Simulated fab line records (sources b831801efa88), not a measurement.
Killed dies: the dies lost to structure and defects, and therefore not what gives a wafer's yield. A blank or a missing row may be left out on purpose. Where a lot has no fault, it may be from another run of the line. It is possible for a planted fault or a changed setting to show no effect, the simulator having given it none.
Comparing a struck lot with a sound one | flow sky130 | 36 out of 708 route steps
Sound: these wafers, L396.1, L396.3, L396.5. The struck wafers were L393.3, L393.5, L393.6. The cause comes at the end.
Each step with rows lists, per side, the tool, then ch with its chambers, then its first start. Under that, the readings that differ: sound wafers | struck wafers | difference of the means | sigmas: that difference in standard deviations of wafers without a fault.
alike: readings with means less than 2 such deviations apart, plus words and numbers identical on both sides. not compared: withheld readings, readings lacking a value on some wafer, bounds such as >300 that could conceal the same value, and numbers that have no deviation in the record and whose values overlap.
A row with sigmas, a row that says differs or no value, or rows on one side alone: a step with any of these is where the two part. Non-overlapping numbers with no deviation appear without sigmas and do not part them. A reading missing from all wafers of one side parts the sides only when that side holds two or more wafers.

first, 10 steps without rows for these wafers: SKY_POLY_CUT_ETCH_10 (etches BARC in N2/H2, stops on SiO2, time 45.9 s, target depth 60 nm); SKY_POLY_CUT_ETCH_11 (etches Si3N4 in CF4/CH2F2/Ar, stops on poly-Si, time 42.5 s, target depth 60 nm); SKY_POLY_CUT_STRIP_12 (strips in O2/N2); SKY_SD_P_DEHYDRATE_00 (time 60 s); SKY_SD_P_HMDS_01 (prime time 60 s); SKY_SD_P_COAT_02 (resist thk 1131 nm); SKY_SD_P_SOFTBAKE_03 (time 60 s); SKY_SD_P_EXPOSE_04 (exposes mask PSDM, target cd 380 nm); SKY_SD_P_PEB_05; SKY_SD_P_DEVELOP_06 (develop time 60 s).
SKY_SD_P_IMPLANT_09:
  sound on implanter-03 ch 0, day 29 08:34; struck on implanter-04 ch 0, day 28 00:19
reading     | sound                         | struck                          | difference | sigmas
beamOnS (s) | 14.7 14.9 14.5                | 10.2 10.0 9.8                   | -4.7       | -5
doseIonsCm2 | 2.998e+15 3.002e+15 2.999e+15 | 1.869e+15 1.8683e+15 1.8746e+15 | -1.129e+15 | -99 or more
SKY_SD_P_STRIP_10: strips in O2/N2.
  sound on plasmaAsher-02 ch 0,1, day 29 08:43; struck on plasmaAsher-01 ch 0,1, day 28 00:27
reading                  | sound             | struck            | difference | sigmas
oesProductAu (a.u.)      | 0.617 0.608 0.615 | 0.637 0.639 0.636 | +0.024     | +6
stripTimeToEndpointS (s) | 17.36 17.37 17.31 | 16.49 16.46 16.46 | -0.88      | -17
  alike: drypumpMotorCurrentA
  not compared: rfHoursCounterH
SKY_SD_P_TW_MEAS_11:
  sound: filmMetro-04 at day 29 08:49; struck: filmMetro-02 at day 28 00:32
reading | sound          | struck         | difference | sigmas
SD_P_TW | 2833 2839 2844 | 2579 2589 2566 | -261       | -10
then, 21 steps without rows for these wafers: SKY_RES_XHIGH_DEHYDRATE_00 (time 60 s); SKY_RES_XHIGH_HMDS_01 (prime time 60 s); SKY_RES_XHIGH_COAT_02 (resist thk 1140 nm); SKY_RES_XHIGH_SOFTBAKE_03 (time 60 s); SKY_RES_XHIGH_EXPOSE_04 (exposes mask URPM, target cd 1270 nm); SKY_RES_XHIGH_PEB_05; SKY_RES_XHIGH_DEVELOP_06 (develop time 60 s); SKY_RES_XHIGH_IMPLANT_07; SKY_RES_XHIGH_STRIP_08 (strips in O2/N2); SKY_SD_N_DEHYDRATE_00 (time 60 s); SKY_SD_N_HMDS_01 (prime time 60 s); SKY_SD_N_COAT_02 (resist thk 1140 nm); SKY_SD_N_SOFTBAKE_03 (time 60 s); SKY_SD_N_EXPOSE_04 (exposes mask NSDM, target cd 380 nm); SKY_SD_N_PEB_05; SKY_SD_N_DEVELOP_06 (develop time 60 s); SKY_SD_N_IMPLANT_09; SKY_SD_N_IMPLANT_10; SKY_SD_N_STRIP_11 (strips in O2/N2); SKY_SD_N_CLEAN_13 (cleans in SC1/SC2, time 150 s); SKY_SD_N_RTA_14 (time 2 s).
-- the record jumps here: 2 days lie between the struck wafers' starts before and after --
SKY_SD_N_RS_MEAS_17: the measuring method here is four-point-probe.
  sound: filmMetro-02 at day 31 15:10; struck: filmMetro-01 at day 30 08:22
reading          | sound             | struck            | difference | sigmas
SD_P_RS (ohm/sq) | 146.9 147.2 146.9 | 154.4 155.2 154.2 | +7.6       | +24
-- a jump in the record: the struck wafers' starts before and after are 17 days apart (it breaks off in module SD_N and resumes in module PAD_OPEN, where the first step shown is number 708 of the route) --
SKY_PAD_OPEN_PROBE_99:
  sound: prober-01 at day 48 12:04; struck: prober-01 at day 47 12:48
reading                            | sound             | struck            | difference | sigmas
model.etest.liconHighPo.rcOhm      | 368.6 368.3 367.1 | 728.3 723.6 720   | +356.0     | 
model.etest.resHighPo.lineOhmUm    | 732.5 765.5 742.3 | 1092 1080 1078    | +337       | 
model.etest.resPdiff.lineOhmUm     | 1385 1404 1379    | 1528 1534 1555    | +150       | 
model.etest.pfet_01v8.rOnOhmUm     | 2939 2893 2926    | 3054 3074 3012    | +127       | 
model.etest.pfetG5v0d10v5.rOnOhmUm | 4731 4764 4800    | 4845 4835 4886    | +90        | 
model.etest.resHighPo.rsOhmSq      | 259.2 266.2 264.4 | 384.8 373 370.9   | +113.0     | 
model.etest.liconPdiff.rcOhm       | 615.7 604.2 602.4 | 676.6 691.3 653.4 | +66.3      | 
model.etest.resPdiffHv.rsOhmSq     | 194.3 194 195     | 220.7 221.7 222.9 | +27.3      | 
  alike: killed_at_M0_to_M3, killed_at_M4_up, killedAtContacts, killedAtFrontEnd, killedAtOther, killedDies, killedOpen, killedShort

WHERE THEY PART
First at SKY_SD_P_IMPLANT_09; last, within this record, at SKY_SD_N_RS_MEAS_17. Later steps at which nothing parts them and some readings are alike: SKY_PAD_OPEN_PROBE_99.

WHY: whatever the simulator had introduced
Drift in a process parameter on implanter-04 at SKY_SD_P_IMPLANT_09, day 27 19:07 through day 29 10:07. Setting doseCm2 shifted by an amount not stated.
